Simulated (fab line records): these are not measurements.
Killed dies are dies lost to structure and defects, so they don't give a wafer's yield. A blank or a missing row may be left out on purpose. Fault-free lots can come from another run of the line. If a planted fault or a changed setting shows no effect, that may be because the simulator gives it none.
fab line records	flow sky130
[record] lots = 6	wafers = 18	last_day = 50
route steps=708 shown VT_ADJUST_LVTN@109 VT_ADJUST_NCORE@119
lots with no fault: from the same line, run without faults
start_h: hours from the record's opening day to when the first of the lot's shown wafers began	wait_h: time in hours since the lot's previous step	" the same as in the row above	L1.1+2: a single row standing in for several wafers	- value missing, or start not given	* or withheld: withheld	< > ~ a bound
route shown NAME@n: names a module that has steps shown in the file, with the first one's number in the route	usual: average and standard deviation across the fault-free wafers	same: alike in all rows	chamber/n: place in a boat	sites: the reading at each site	_std_site: the values' standard deviation	_edge_site: outer sites' mean less inner sites'	radius_mm: for every site, how far away it sits from the centre of the wafer	mask NAME#n: copy n	behind: the tool/chamber that last shaped the wafer	hold: the reason the lot was held/the length of the hold in hours/how it ended	device: the transistor (n, p or np) that didn't switch	end of line: tests of these same wafers at the route's end	step lacking rows: just its recipe	killed: count of dies lost to structure and defects at first sort (not the wafer's yield)	map: shows each die of a wafer: x if killed, . if not, _ if none is there
set.NAME: the setting that was run; set.NAME@STEP: the one run at that earlier step	model.NAME: the simulator's own value behind a step, which no gauge read
certain route steps with their lots: each step a table, each wafer a row
services: a tool's chamber out of use, with start hour (start_h, from the record's first day; less than 0 if before it), hours out, and reason
[[steps]]
[step SKY_VT_ADJUST_LVTN_HMDS_12]
[recipe] prime_time_s = 60	prime_temp_c = 120
[step SKY_VT_ADJUST_LVTN_COAT_13]
[recipe] resist = NOVOLAK	spin_rpm = 3000	resist_thk_nm = 1140
[step SKY_VT_ADJUST_LVTN_SOFTBAKE_14]
[recipe] temp_c = 90	time_s = 60	resist = NOVOLAK
[step SKY_VT_ADJUST_LVTN_EXPOSE_15]
[recipe] mask_id = HVN_STD_DERIVED	na = 0.6	source_shape = conventional	sigma_outer = 0.6	polarization = unpolarized	target_cd_nm = 600	dose_mj = 163
[step SKY_VT_ADJUST_LVTN_PEB_16]
[recipe] temp_c = withheld	time_s = *	resist = NOVOLAK
[step SKY_VT_ADJUST_LVTN_DEVELOP_17]
[recipe] resist = NOVOLAK	developer = TMAH	develop_time_s = 60	dev_temp_c = 23
[step SKY_VT_ADJUST_LVTN_OVL_MEAS_18]
[usual] VT_ADJUST_LVTN_01_OVL = 1.2/1.3
lot.wafer	tool	chamber	start_h	wait_h	VT_ADJUST_LVTN_01_OVL[nm]
L904.1	overlay-02	-	174.19	0.1	0.2
L904.2	"	-	"	"	1.9
L904.4	"	-	"	"	2.3
L908.1	overlay-01	-	197.58	0.1	2.9
L908.2	"	-	"	"	-0.8
L908.6	"	-	"	"	3.0
L918.1	overlay-02	-	264.82	0.1	0.6
L918.2	"	-	"	"	1.1
L918.6	"	-	"	"	3.3
L920.2	overlay-01	-	274.68	0.1	0.3
L920.3	"	-	"	"	2.2
L920.4	"	-	"	"	-0.7
L925.1	overlay-02	-	310.52	0.1	3.3
L925.2	"	-	"	"	1.6
L925.3	"	-	"	"	3.5
L926.2	overlay-01	-	319.33	0.1	1.4
L926.3	"	-	"	"	0.5
L926.6	"	-	"	"	1.7
[step SKY_VT_ADJUST_LVTN_IMPLANT_19]
[recipe] species = B	energy_kev = 30	dose_cm2 = 6.5e+11	tilt_deg = withheld
[step SKY_VT_ADJUST_LVTN_STRIP_20]
[recipe] chemistry = O2/N2	power_w = 1400	pressure_mtorr = 1500	platen_temp_c = withheld	o2_flow_sccm = 3000	n2_flow_sccm = 300	overash_fraction = 0.5
[usual] drypump_motor_current_A = 5.9/0.4	oes_product_au = 0.716/0.004	strip_time_to_endpoint_s = 14.17/0.037
lot.wafer	tool	chamber	start_h	wait_h	drypump_motor_current_A	oes_product_au	rf_hours_counter_h	strip_time_to_endpoint_s
L904.1	plasma_asher-04	1	174.38	0.1	6.3	0.715	50	14.17
L904.2	"	0	"	"	5.4	0.715	50	14.21
L904.4	"	0	"	"	5.3	0.716	-	14.21
L908.1	plasma_asher-04	1	197.77	0.1	6.3	0.715	52	14.20
L908.2	"	0	"	"	5.4	0.717	52	14.15
L908.6	"	1	"	"	6.3	0.716	-	14.18
L918.1	plasma_asher-03	1	265.01	0.1	5.8	0.717	41	14.14
L918.2	"	0	"	"	6.3	0.709	41	14.12
L918.6	"	0	"	"	6.3	0.709	-	14.09
L920.2	plasma_asher-03	1	274.86	0.1	5.8	0.718	42	14.16
L920.3	"	1	"	"	5.8	0.711	-	14.16
L920.4	"	0	"	"	6.3	0.710	-	14.20
L925.1	plasma_asher-04	1	310.71	0.1	6.3	0.708	64	14.13
L925.2	"	0	"	"	5.3	0.715	64	14.18
L925.3	"	1	"	"	6.3	0.717	-	14.10
L926.2	plasma_asher-03	1	319.51	0.1	5.8	0.721	45	14.13
L926.3	"	1	"	"	5.8	0.725	-	14.15
L926.6	"	1	"	"	5.8	0.720	-	14.12
[step SKY_VT_ADJUST_LVTN_TW_MEAS_21]
[usual] VT_ADJUST_LVTN_2_TW = 186.9/1.3
lot.wafer	tool	chamber	start_h	wait_h	VT_ADJUST_LVTN_2_TW
L904.1	film_metro-03	-	174.48	0.1	185.8
L904.2	"	-	"	"	185.9
L904.4	"	-	"	"	186.2
L908.1	film_metro-03	-	197.87	0.1	187.2
L908.2	"	-	"	"	185.5
L908.6	"	-	"	"	187.4
L918.1	film_metro-03	-	265.11	0.1	186.5
L918.2	"	-	"	"	186.9
L918.6	"	-	"	"	186.2
L920.2	film_metro-01	-	274.97	0.1	189.3
L920.3	"	-	"	"	188.2
L920.4	"	-	"	"	188.9
L925.1	film_metro-01	-	310.81	0.1	188.9
L925.2	"	-	"	"	188.4
L925.3	"	-	"	"	189.1
L926.2	film_metro-03	-	319.62	0.1	185.2
L926.3	"	-	"	"	186.2
L926.6	"	-	"	"	186.6
[step SKY_VT_ADJUST_NCORE_DEHYDRATE_00]
[recipe] temp_c = 200	time_s = 60
[step SKY_VT_ADJUST_NCORE_HMDS_01]
[recipe] prime_time_s = 60	prime_temp_c = 120
[step SKY_VT_ADJUST_NCORE_COAT_02]
[recipe] resist = NOVOLAK	spin_rpm = 3000	resist_thk_nm = 1140
lot.wafer	tool	chamber	start_h	wait_h	model.NOVOLAK_of_VT_ADJUST_NCORE_COAT_02.thk_nm
L904.1	litho_track-04	0	183.94	0.1	1139
L904.2	"	0	"	"	1136
L904.4	"	0	"	"	1138
L908.1+2	litho_track-02	0	207.66	0.1	1138
L908.6	"	0	"	"	1135
L918.1	litho_track-02	0	276.46	0.1	1079
L918.2	"	0	"	"	1078
L918.6	"	0	"	"	1081
L920.2	litho_track-02	0	286.83	0.1	1080
L920.3	"	0	"	"	1085
L920.4	"	0	"	"	1084
L925.1+2	litho_track-04	0	323.69	0.1	1142
L925.3	"	0	"	"	1140
L926.2+6	litho_track-03	0	332.90	0.1	1138
L926.3	"	0	"	"	1136
[step SKY_VT_ADJUST_NCORE_SOFTBAKE_03]
[recipe] temp_c = 90	time_s = 60	resist = NOVOLAK
[step SKY_VT_ADJUST_NCORE_EXPOSE_04]
[recipe] mask_id = LVTN_COMPLEMENT_THIN	na = 0.6	source_shape = conventional	sigma_outer = 0.6	polarization = unpolarized	target_cd_nm = 380	dose_mj = 139
[step SKY_VT_ADJUST_NCORE_PEB_05]
[recipe] temp_c = withheld	time_s = *	resist = NOVOLAK
[step SKY_VT_ADJUST_NCORE_DEVELOP_06]
[recipe] resist = NOVOLAK	developer = TMAH	develop_time_s = 60	dev_temp_c = 24.01
lot.wafer	tool	chamber	start_h	wait_h	model.NOVOLAK_of_VT_ADJUST_NCORE_COAT_02.thk_nm	model.VT_ADJUST_NCORE.cd_nm
L904.1+4	litho_track-02	0	194.26	0.1	1138	379.1
L904.2	"	0	"	"	1136	380
L908.1	litho_track-02	0	218.76	0.1	1138	380.4
L908.2	"	0	"	"	1138	379.9
L908.6	"	0	"	"	1135	377.3
L918.1	litho_track-02	0	288.51	0.1	1078	388.6
L918.2	"	0	"	"	1077	387.7
L918.6	"	0	"	"	1081	388.5
L920.2	litho_track-03	0	299.50	0.1	1080	389.9
L920.3	"	0	"	"	1084	390.2
L920.4	"	0	"	"	1083	389.9
L925.1	litho_track-02	0	337.31	0.1	1141	382.4
L925.2	"	0	"	"	1142	380.7
L925.3	"	0	"	"	1140	382.8
L926.2	litho_track-04	0	346.71	0.1	1138	383.1
L926.3	"	0	"	"	1135	387.5
L926.6	"	0	"	"	1138	381.8
[step SKY_VT_ADJUST_NCORE_CD_MEAS_07]
[recipe] target_cd_nm = 380
[usual] cd_nm = 380.6/2.9
lot.wafer	tool	chamber	start_h	wait_h	cd_nm
L904.1	cd_sem-02	-	194.41	0.1	379.0
L904.2	"	-	"	"	380.1
L904.4	"	-	"	"	379.2
L908.1	cd_sem-01	-	218.91	0.1	380.7
L908.2	"	-	"	"	379.9
L908.6	"	-	"	"	377.7
L918.1	cd_sem-02	-	288.66	0.1	388.7
L918.2	"	-	"	"	388.0
L918.6	"	-	"	"	388.5
L920.2	cd_sem-02	-	299.65	0.1	389.9
L920.3	"	-	"	"	390.1
L920.4	"	-	"	"	389.6
L925.1	cd_sem-01	-	337.46	0.1	382.3
L925.2	"	-	"	"	380.5
L925.3	"	-	"	"	382.7
L926.2	cd_sem-01	-	346.86	0.1	383.2
L926.3	"	-	"	"	387.4
L926.6	"	-	"	"	381.8
[step SKY_VT_ADJUST_NCORE_OVL_MEAS_08]
[usual] VT_ADJUST_NCORE_OVL = 0.0/1.5
lot.wafer	tool	chamber	start_h	wait_h	VT_ADJUST_NCORE_OVL[nm]
L904.1	overlay-01	-	194.53	0.1	1.1
L904.2	"	-	"	"	0.2
L904.4	"	-	"	"	2.1
L908.1	overlay-02	-	219.03	0.1	2.4
L908.2	"	-	"	"	2.7
L908.6	"	-	"	"	1.6
L918.1	overlay-01	-	288.78	0.1	0.0
L918.2	"	-	"	"	-0.2
L918.6	"	-	"	"	2.3
L920.2	overlay-02	-	299.75	0.1	0.6
L920.3	"	-	"	"	-3.1
L920.4	"	-	"	"	-0.7
L925.1	overlay-02	-	337.58	0.1	-1.5
L925.2	"	-	"	"	-0.6
L925.3	"	-	"	"	-1.7
L926.2	overlay-01	-	346.97	0.1	2.1
L926.3	"	-	"	"	0.5
L926.6	"	-	"	"	0.4
[step SKY_VT_ADJUST_NCORE_IMPLANT_09]
[recipe] species = B	energy_kev = 10	dose_cm2 = 2.4e+12	tilt_deg = withheld
[step SKY_VT_ADJUST_NCORE_STRIP_10]
[recipe] chemistry = O2/N2	power_w = 1400	pressure_mtorr = 1500	platen_temp_c = withheld	o2_flow_sccm = 3000	n2_flow_sccm = 300	overash_fraction = 0.5
[usual] drypump_motor_current_A = 5.9/0.4	oes_product_au = 0.715/0.0049	strip_time_to_endpoint_s = 14.16/0.041
lot.wafer	tool	chamber	start_h	wait_h	drypump_motor_current_A	oes_product_au	rf_hours_counter_h	strip_time_to_endpoint_s
L904.1	plasma_asher-01	1	194.71	0.1	5.4	0.703	7	14.18
L904.2	"	0	"	"	6.1	0.711	7	14.15
L904.4	"	0	"	"	6.1	0.719	-	14.14
L908.1	plasma_asher-01	0	219.21	0.1	6.1	0.716	10	14.16
L908.2	"	1	"	"	5.5	0.709	10	14.16
L908.6	"	1	"	"	5.5	0.719	-	14.13
L918.1	plasma_asher-04	1	288.96	0.1	6.3	0.722	61	13.47
L918.2	"	0	"	"	5.3	0.725	61	13.44
L918.6	"	0	"	"	5.4	0.714	-	13.49
L920.2	plasma_asher-02	1	299.93	0.1	6.0	0.721	59	13.48
L920.3	"	1	"	"	6.0	0.726	-	13.52
L920.4	"	0	"	"	5.9	0.707	-	13.51
L925.1	plasma_asher-01	0	337.76	0.1	6.1	0.712	22	14.19
L925.2	"	1	"	"	5.4	0.714	22	14.20
L925.3	"	0	"	"	6.1	0.708	-	14.17
L926.2	plasma_asher-01	0	347.15	0.1	6.1	0.713	22	14.16
L926.3	"	0	"	"	6.1	0.718	-	14.14
L926.6	"	0	"	"	6.1	0.715	-	14.15
[step SKY_VT_ADJUST_NCORE_TW_MEAS_11]
[usual] VT_ADJUST_NCORE_TW = 217.5/1.7
lot.wafer	tool	chamber	start_h	wait_h	VT_ADJUST_NCORE_TW
L904.1	film_metro-01	-	194.81	0.1	220.5
L904.2	"	-	"	"	220.2
L904.4	"	-	"	"	218.7
L908.1	film_metro-02	-	219.31	0.1	216.3
L908.2	"	-	"	"	216.5
L908.6	"	-	"	"	216.4
L918.1	film_metro-02	-	289.06	0.1	215.1
L918.2	"	-	"	"	216.0
L918.6	"	-	"	"	216.1
L920.2	film_metro-04	-	300.04	0.1	216.3
L920.3	"	-	"	"	215.9
L920.4	"	-	"	"	216.0
L925.1	film_metro-02	-	337.86	0.1	215.6
L925.2	"	-	"	"	215.9
L925.3	"	-	"	"	215.9
L926.2	film_metro-02	-	347.26	0.1	217.0
L926.3	"	-	"	"	215.5
L926.6	"	-	"	"	216.6
[[services]]
tool	chamber	start_h	hours	kind
plasma_asher-03	-	288.97	14.6	pm
plasma_asher-03	-	311.53	1.6	repair
plasma_asher-02	-	313.38	0.7	repair
[[key]]
[first_sign] step = SKY_VT_ADJUST_NCORE_CD_MEAS_07	reading = cd_nm	direction = up	sigmas = 3	usual = 380.6	struck = 389.1
[effect] step = SKY_VT_ADJUST_NCORE_STRIP_10	reading = strip_time_to_endpoint_s	direction = down	sigmas = 17	usual = *	struck = *
[model_effect] step = SKY_VT_ADJUST_NCORE_COAT_02	value = NOVOLAK_of_VT_ADJUST_NCORE_COAT_02.thk_nm	without = 1142	struck = 1081
[model_effect] step = SKY_VT_ADJUST_NCORE_DEVELOP_06	value = NOVOLAK_of_VT_ADJUST_NCORE_COAT_02.thk_nm	without = 1142	struck = 1081
met_at SKY_VT_ADJUST_NCORE_COAT_02
struck_wafers L918.1,L918.2,L918.6,L920.2,L920.3,L920.4
tester_left_out L918,L920
onset_between 207.66 276.46
[fault] kind = process_parameter_drift	tool = litho_track-02	chamber = -	onset_h = 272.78	steps = SKY_VT_ADJUST_NCORE_COAT_02	channel = resist_thk_nm	offset = -60.957	shape = step	end_h = 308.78	acts_in = these_recipes_only	stated = 1140
// tester_left_out: of these lots the tester's yield and bins aren't shown, on N5 and GAA mostly nor the transistor test; their killed dies are dies lost to structure and defects alone, not to doping, threshold or leakage, so they don't give the yield
